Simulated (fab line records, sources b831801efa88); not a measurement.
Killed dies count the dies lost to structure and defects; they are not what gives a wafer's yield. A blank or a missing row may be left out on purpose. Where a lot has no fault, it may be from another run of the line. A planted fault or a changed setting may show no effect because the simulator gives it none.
Which tool was responsible?	flow gf180mcu	Sampling: 6 lots, 18 wafers, 2 of 602 route steps

WHAT EACH GAUGE READ, for each wafer
GF_M2_THK_MEAS_06: measures by xrf.
lot	measured	on	M2_ALCU_THK (nm)
L900	day 18 10:44	filmMetro-04	449 445 447
L905	day 20 13:11	filmMetro-01	443 443 439
L908	day 21 17:48	filmMetro-04	462 457 460
L910	day 22 07:59	filmMetro-02	452 459 457
L918	day 25 11:53	filmMetro-04	451 449 454
L921	day 25 19:44	filmMetro-02	461 454 457

TOOL THAT RAN EACH LOT (tool first, then ch and the chambers of the sampled wafers, then the start)
lot	GF_V1_ETCH_16
L900	rieDiel-04 ch 1,3, day 18 08:55
L905	rieDiel-02 ch 1,2,3, day 20 11:30
L908	rieDiel-03 ch 1,2,3, day 21 16:00
L910	rieDiel-04 ch 0,1,2, day 22 06:15
L918	rieDiel-02 ch 1,2,3, day 25 10:11
L921	rieDiel-02 ch 0,3, day 25 18:02
- GF_V1_ETCH_16: etches BARC in N2/H2.

THE ANSWER, worked out from the rows above alone
Rule: what is usual is taken from the lots themselves. Put in order of their means at a reading, lots are off if they are a third of the lots or fewer, leave a main group of 4 or more, and stand apart from it by a gap of 3 or more times the standard deviation of the main group's means; of several such gaps the widest counts. A main group whose means are all the same, to the digits that the tables above print for the reading, isn't used. A lot without any number at a reading at which 4 lots or more have one is off too. Any other lot the step has rows for is counted as sound.
No lot is off at any reading shown: from this, nothing can be told.

WHAT THE SIMULATOR HAD INSERTED
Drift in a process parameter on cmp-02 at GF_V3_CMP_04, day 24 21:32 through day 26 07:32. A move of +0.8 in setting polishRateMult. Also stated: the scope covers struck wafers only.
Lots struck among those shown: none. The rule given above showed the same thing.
